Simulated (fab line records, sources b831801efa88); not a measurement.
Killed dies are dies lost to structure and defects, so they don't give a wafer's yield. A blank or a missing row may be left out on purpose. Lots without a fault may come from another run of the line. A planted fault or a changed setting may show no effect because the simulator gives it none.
A struck lot beside a sound one | flow sfq_line | 14 steps out of a route of 325
Sound: wafers L496.2, L496.5, L496.6. Struck: wafer L498.2. (L498.1, L498.6 of the same lot were not struck and are left out.) The cause comes at the end.
At each step with rows: each side's tool, then ch and its chambers, then its first start. Under that, the readings that differ: sound wafers | struck wafers | difference of the means | sigmas: that difference in standard deviations of wafers without a fault.
alike: readings whose means differ by less than 2 such deviations, and words and numbers that are the same on both sides. not compared: withheld readings, readings that some wafer has no value for, bounds like >300 that may hide the same value, and numbers for which the record gives no deviation and whose values overlap.
The two part at a step that has a row with sigmas, a row that says differs or no value, or rows on one side only. Numbers that don't overlap but have no deviation are shown without sigmas and don't part them. A reading that every wafer of one side lacks parts them only if that side has two wafers or more.

first, 6 steps without rows for these wafers: SFQ_TRILAYER_M6_LITHO_COAT_164 (resist thk 62 nm); SFQ_TRILAYER_M6_LITHO_COAT_159 (resist thk 600 nm); SFQ_TRILAYER_M6_LITHO_SOFTBAKE_163; SFQ_TRILAYER_M6_LITHO_EXPOSE_160 (exposes mask M6, target cd 500 nm); SFQ_TRILAYER_M6_LITHO_PEB_162 (peb time 60 s); SFQ_TRILAYER_M6_LITHO_DEVELOP_161 (time 60 s).
SFQ_M6_OVL_MEAS_940:
  sound on overlay-01, day 78 01:59; struck on overlay-01, day 78 05:34
  alike: M6_OVL
SFQ_TRILAYER_M6_BARC_OPEN_METAL_ETCH_206: etches BARC in O2, target depth 125 nm, time 41.7 s.
  sound on rie_metal-01 ch 0,1, day 78 02:01; struck on rie_metal-02 ch 1, day 78 05:37
  reading                     | sound       | struck | difference | sigmas
  drypump_motor_current_A (A) | 5.9 5.7 5.9 | 6.8    | +1.0       | +2
  alike: chamber_pressure_mTorr, oes_product_au
  not compared: rf_hours_counter_h
SFQ_TRILAYER_M6_ETCH_METAL_ETCH_162: etches Nb in Cl2/Ar, stops on SiO2, target depth 240 nm, time 120 s.
  sound on rie_metal-01 ch 0,1, day 78 02:04; struck on rie_metal-02 ch 1, day 78 05:40
  reading                     | sound       | struck | difference | sigmas
  drypump_motor_current_A (A) | 5.9 5.8 5.9 | 6.8    | +0.9       | +2
  alike: chamber_pressure_mTorr, oes_product_au
  not compared: rf_hours_counter_h
SFQ_TRILAYER_M6_STRIP_STRIP_163: strips in O2.
  sound on rie_metal-01 ch 0,1, day 78 02:11; struck on rie_metal-02 ch 1, day 78 05:47
  reading                     | sound             | struck | difference | sigmas
  drypump_motor_current_A (A) | 5.9 5.8 5.9       | 6.8    | +0.9       | +2
  oes_product_au (a.u.)       | 0.993 0.994 0.998 | 1.021  | +0.026     | +4
  alike: chamber_pressure_mTorr
  not compared: rf_hours_counter_h
then, 1 step without rows for these wafers: SFQ_TRILAYER_M6_STRIP_SOLV_CLEAN_164 (cleans in NMP, time 600 s).
SFQ_TRILAYER_I6_DEP_PECVD_165: deposits SiO2 from SiH4/N2O, time 111.11 s, target thk 500 nm.
  sound on pecvd-03 ch 0,2, day 78 02:58; struck on pecvd-02 ch 0, day 78 06:34
  reading            | sound     | struck | difference | sigmas
  heater_power_w (W) | 71 103 75 | 111    | +28        | +2
  alike: throttle_valve_pct
SFQ_TRILAYER_I6_CMP_CMP_166: polishes SiO2.
  sound on cmp-02 ch 0,1,2, day 78 19:20; struck on cmp-01 ch 1, day 79 02:33
  reading                | sound       | struck | difference | sigmas
  time_to_endpoint_s (s) | 213 220 216 | 113    | -103       | -15
  alike: motor_current_A
SFQ_I6_BOW_MEAS_941:
  sound on film_metro-01, day 78 20:52; struck on film_metro-04, day 79 05:33
  alike: I6_BOW

WHERE THEY PART
First at SFQ_TRILAYER_M6_BARC_OPEN_METAL_ETCH_206; last, within this record, at SFQ_TRILAYER_I6_CMP_CMP_166. Later steps at which nothing parts them and some readings are alike: SFQ_I6_BOW_MEAS_941.

WHY: what the simulator had put in
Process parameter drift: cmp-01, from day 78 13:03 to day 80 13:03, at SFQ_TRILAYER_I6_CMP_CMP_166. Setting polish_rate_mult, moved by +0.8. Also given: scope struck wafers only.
